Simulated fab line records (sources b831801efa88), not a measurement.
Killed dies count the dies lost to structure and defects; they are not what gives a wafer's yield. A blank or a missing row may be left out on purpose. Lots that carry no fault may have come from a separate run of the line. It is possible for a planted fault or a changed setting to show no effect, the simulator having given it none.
2 desks looking at one fault ; flow sky130 ; each desk has only its own numbers; what lay behind them comes last

## AT THE TOOL OWNER'S DESK: litho track-03
The tool's own readings at SKY_LOCAL_INTERCONNECT_DEVELOP_10 (develop time 60 s): means of the sampled wafers that have a number, for each lot that ran on this tool. A lot is out of limits, marked OUT, if its mean lies more than 4 standard deviations from the usual mean; the brackets give that distance.
Columns: A = developer temp C at SKY_LOCAL_INTERCONNECT_DEVELOP_10, usual 20.98 C
lot;first seen here;A
L199;day 31 20:00;21.03
L201;day 31 20:00;20.89
L204;day 32 20:00;20.96
L211;day 34 14:00;21.84 (+8.6) OUT
L212;day 34 18:00;21.84 (+8.6) OUT
L222;day 37 16:00;20.87
This desk's finding: out of limits on L211, L212; first on L211, day 34 14:00 (developer temp C at SKY_LOCAL_INTERCONNECT_DEVELOP_10). Within limits: L199, L201, L204, L222.

## METROLOGY DESK
Means of the sampled wafers that have a number, per lot and without regard to the tool the lot ran on: this is what the gauges read. A lot is out of limits, marked OUT, if its mean lies more than 4 standard deviations from the usual mean; the brackets give that distance.
Columns: A = cd nm at SKY_LI_CONTACT_CD_MEAS_12, usual 169.8 nm; B = LI_CONTACT_W_RS at SKY_LI_CONTACT_RS_MEAS_22, usual 0.285 ohm/sq
lot;first seen here;A;B
L200;day 30 13:34;169.2;0.288
L199;day 30 15:39;170.7;0.287
L201;day 30 15:46;168.1;0.284
L202;day 30 17:40;171.7;0.283
L203;day 31 03:47;170.4;0.285
L204;day 31 15:58;170.7;0.286
L211;day 33 10:23;170.5;0.287
L212;day 33 14:57;168.0;0.281
L213;day 34 02:07;169.1;0.292
L216;day 34 16:46;169.4;0.282
L217;day 35 04:57;171.5;0.285
L220;day 36 09:37;170.5;0.283
L222;day 36 12:31;169.6;0.280
L221;day 36 16:34;168.9;0.289
Finding of this desk: none of the 14 lots has anything out of limits.

## BROUGHT TOGETHER
The tool owner's desk could have raised an alarm at day 34 14:00, on L211, L212.
At the metrology desk, nothing out of limits was observed.
The metrology desk holds a record of L211, L212, inside its limits.
SKY_LOCAL_INTERCONNECT_DEVELOP_10 was run on litho track-03 by each of the lots named.

## WHAT THE SIMULATOR HAD INSERTED
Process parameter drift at SKY_LOCAL_INTERCONNECT_DEVELOP_10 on litho track-03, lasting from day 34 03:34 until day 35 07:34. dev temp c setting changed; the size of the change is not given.
Struck lots among those shown: L211, L212.
How many hours passed from the start of the fault until each desk's first out-of-limits reading: the tool owner's desk, 10.
